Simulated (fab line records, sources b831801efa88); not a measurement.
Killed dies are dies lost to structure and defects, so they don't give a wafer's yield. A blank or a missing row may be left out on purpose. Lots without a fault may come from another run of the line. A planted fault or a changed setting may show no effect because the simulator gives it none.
Which tool did it? | flow sfq_line | 14 lots, 42 wafers sampled, at 4 steps of a route of 325

WHAT THE GAUGES READ, wafer by wafer
The record holds no reading of a measuring or inspecting step that can be judged against a usual standard deviation.

WHICH TOOL RAN EACH LOT (tool, then ch and the chambers of the sampled wafers, then the start)
lot  | SFQ_TRILAYER_I3_VIA_STRIP_STRIP_089 | SFQ_TRILAYER_JJ_TRILAYER_DEP_SPUTTER_109 | SFQ_TRILAYER_JJ_CE_LITHO_COAT_119 | SFQ_TRILAYER_R5_ETCH_METAL_ETCH_139
L112 | rie_metal-03 ch 1, day 32 19:55     | pvd_sputter-06, day 38 14:51             | litho_track-02 ch 0, day 38 16:13 | rie_metal-03 ch 0,1, day 48 01:50
L113 | rie_metal-03 ch 0,1, day 33 01:55   | pvd_sputter-03, day 38 23:15             | litho_track-02 ch 0, day 39 00:37 | rie_metal-03 ch 0,1, day 48 16:20
L114 | rie_metal-02 ch 0,1, day 33 07:55   | pvd_sputter-03, day 39 02:51             | litho_track-02 ch 0, day 39 04:13 | rie_metal-04 ch 0,1, day 49 02:11
L115 | rie_metal-01 ch 0,1, day 33 11:31   | pvd_sputter-04, day 39 07:39             | litho_track-02 ch 0, day 39 09:04 | rie_metal-03 ch 0,1, day 49 05:47
L116 | rie_metal-01 ch 0,1, day 34 00:49   | pvd_sputter-06, day 39 22:03             | litho_track-03 ch 0, day 39 23:28 | rie_metal-04 ch 0,1, day 50 04:35
L117 | rie_metal-03 ch 0,1, day 34 02:13   | pvd_sputter-04, day 40 00:27             | litho_track-04 ch 0, day 40 01:55 | rie_metal-01 ch 0,1, day 50 09:24
L119 | rie_metal-01 ch 0,1, day 34 23:37   | pvd_sputter-03, day 41 05:21             | litho_track-04 ch 0, day 41 06:43 | rie_metal-04 ch 0, day 51 02:56
L120 | rie_metal-02 ch 0,1, day 36 06:49   | pvd_sputter-03, day 42 01:45             | litho_track-04 ch 0, day 42 03:07 | rie_metal-01 ch 0,1, day 51 04:08
L121 | rie_metal-03 ch 0,1, day 36 17:25   | pvd_sputter-04, day 43 02:29             | litho_track-04 ch 0, day 43 03:51 | rie_metal-03 ch 0,1, day 51 05:20
L122 | rie_metal-02 ch 0,1, day 36 21:01   | pvd_sputter-04, day 43 08:29             | litho_track-03 ch 0, day 43 09:51 | rie_metal-01 ch 0,1, day 56 21:05
L129 | rie_metal-02 ch 0,1, day 40 09:15   | pvd_sputter-04, day 46 21:21             | litho_track-03 ch 0, day 46 22:46 | rie_metal-01 ch 0,1, day 61 22:44
L130 | rie_metal-01 ch 0,1, day 40 17:39   | pvd_sputter-04, day 47 09:56             | litho_track-04 ch 0, day 47 11:18 | rie_metal-04 ch 0, day 62 08:23
L131 | rie_metal-01 ch 0,1, day 41 10:33   | pvd_sputter-04, day 48 01:32             | litho_track-02 ch 0, day 48 02:57 | rie_metal-03 ch 1, day 63 05:43
L133 | rie_metal-02 ch 0,1, day 42 04:33   | pvd_sputter-06, day 49 13:53             | litho_track-03 ch 0, day 49 15:14 | rie_metal-01 ch 0, day 64 21:23
- SFQ_TRILAYER_I3_VIA_STRIP_STRIP_089: strips in O2.
- SFQ_TRILAYER_JJ_TRILAYER_DEP_SPUTTER_109: material Nb, target thk 150 nm, time 100 s.
- SFQ_TRILAYER_JJ_CE_LITHO_COAT_119: resist thk 62 nm.
- SFQ_TRILAYER_R5_ETCH_METAL_ETCH_139: etches the open film in Cl2, stops on SiO2, target depth 60 nm, time 40 s.

WHAT THE TOOLS THEMSELVES READ (means of the sampled wafers that have a number; where no wafer has one, the mark that the record gives instead)
SFQ_TRILAYER_I3_VIA_STRIP_STRIP_089. Usual: drypump_motor_current_A 5.87 A, standard deviation 0.2; oes_product_au 0.995 a.u., standard deviation 0.0088.
lot  | tool         | drypump_motor_current_A (A) | oes_product_au (a.u.) | flag
L112 | rie_metal-03 | 5.95                        | 0.989                 |
L113 | rie_metal-03 | 5.90                        | 1.002                 |
L114 | rie_metal-02 | 5.83                        | 1.000                 |
L115 | rie_metal-01 | 5.79                        | 0.988                 |
L116 | rie_metal-01 | 5.77                        | 0.991                 |
L117 | rie_metal-03 | 5.91                        | 1.002                 |
L119 | rie_metal-01 | 5.78                        | 0.991                 |
L120 | rie_metal-02 | 6.04                        | 0.998                 |
L121 | rie_metal-03 | 5.88                        | 1.003                 |
L122 | rie_metal-02 | 6.02                        | 0.996                 |
L129 | rie_metal-02 | 5.83                        | 0.998                 |
L130 | rie_metal-01 | 5.82                        | 0.984                 |
L131 | rie_metal-01 | 5.80                        | 0.988                 |
L133 | rie_metal-02 | 5.81                        | 0.994                 |

SFQ_TRILAYER_JJ_TRILAYER_DEP_SPUTTER_109. Usual: throttle_valve_pct 30.2 %, standard deviation 0.85.
lot  | tool           | throttle_valve_pct (%) | flag
L112 | pvd_sputter-06 | 31.6                   |
L113 | pvd_sputter-03 | 29.4                   |
L114 | pvd_sputter-03 | 29.3                   |
L115 | pvd_sputter-04 | 30.2                   |
L116 | pvd_sputter-06 | 31.1                   |
L117 | pvd_sputter-04 | 30.2                   |
L119 | pvd_sputter-03 | 28.7                   |
L120 | pvd_sputter-03 | 28.6                   |
L121 | pvd_sputter-04 | 29.7                   |
L122 | pvd_sputter-04 | 30.3                   |
L129 | pvd_sputter-04 | 30.2                   |
L130 | pvd_sputter-04 | 29.8                   |
L131 | pvd_sputter-04 | 30.2                   |
L133 | pvd_sputter-06 | 31.6                   |

SFQ_TRILAYER_JJ_CE_LITHO_COAT_119. Usual: exhaust_pa 45.1 Pa, standard deviation 0.78; spin_speed_rpm 2999.8 rpm, standard deviation 1.8.
lot  | tool           | exhaust_pa (Pa) | spin_speed_rpm (rpm) | flag
L112 | litho_track-02 | 44.6            | 2998.6               |
L113 | litho_track-02 | 45.9            | 2997.6               |
L114 | litho_track-02 | 44.9            | 3000.9               |
L115 | litho_track-02 | 43.8            | 2999.2               |
L116 | litho_track-03 | 44.5            | 3001.6               |
L117 | litho_track-04 | 44.6            | 3000.5               |
L119 | litho_track-04 | 45.2            | 2997.8               |
L120 | litho_track-04 | 45.5            | 2891.5               | OFF
L121 | litho_track-04 | 44.8            | 2889.0               | OFF
L122 | litho_track-03 | 44.9            | 3001.5               |
L129 | litho_track-03 | 45.2            | 2999.4               |
L130 | litho_track-04 | 45.1            | 2998.6               |
L131 | litho_track-02 | 45.3            | 3001.0               |
L133 | litho_track-03 | 44.8            | 2998.6               |

SFQ_TRILAYER_R5_ETCH_METAL_ETCH_139. Usual: drypump_motor_current_A 5.92 A, standard deviation 0.27; oes_product_au 0.990 a.u., standard deviation 0.006.
lot  | tool         | drypump_motor_current_A (A) | oes_product_au (a.u.) | flag
L112 | rie_metal-03 | 5.90                        | 0.985                 |
L113 | rie_metal-03 | 5.88                        | 0.990                 |
L114 | rie_metal-04 | 6.04                        | 0.995                 |
L115 | rie_metal-03 | 5.91                        | 0.988                 |
L116 | rie_metal-04 | 5.76                        | 0.990                 |
L117 | rie_metal-01 | 5.83                        | 0.989                 |
L119 | rie_metal-04 | 6.37                        | 0.992                 |
L120 | rie_metal-01 | 5.81                        | 0.986                 |
L121 | rie_metal-03 | 5.91                        | 0.983                 |
L122 | rie_metal-01 | 5.83                        | 0.990                 |
L129 | rie_metal-01 | 5.82                        | 0.987                 |
L130 | rie_metal-04 | 6.42                        | 0.991                 |
L131 | rie_metal-03 | 5.94                        | 0.984                 |
L133 | rie_metal-01 | 5.75                        | 0.995                 |

THE ANSWER, worked out from the rows above alone
Rule: a lot is off if the mean of its wafers that have a number lies more than 3 standard deviations from the usual mean. A lot without any number at a reading at which 4 lots or more have one is off too. The other lots that the step has rows for count as sound. The gauges are gone through in route order, then the tools' own readings, and for those a lot's mean is taken as printed above. The first step at which some lot is off is used, and at that step the reading that is off furthest; a lot without a number counts as furthest.
Off: L120, L121, at SFQ_TRILAYER_JJ_CE_LITHO_COAT_119 (spin_speed_rpm).
A tool fits if, at that step or a process step before it, it ran every lot that is off, and no sound lot after the first of them. None of those tried fits.

WHAT THE SIMULATOR HAD PUT IN
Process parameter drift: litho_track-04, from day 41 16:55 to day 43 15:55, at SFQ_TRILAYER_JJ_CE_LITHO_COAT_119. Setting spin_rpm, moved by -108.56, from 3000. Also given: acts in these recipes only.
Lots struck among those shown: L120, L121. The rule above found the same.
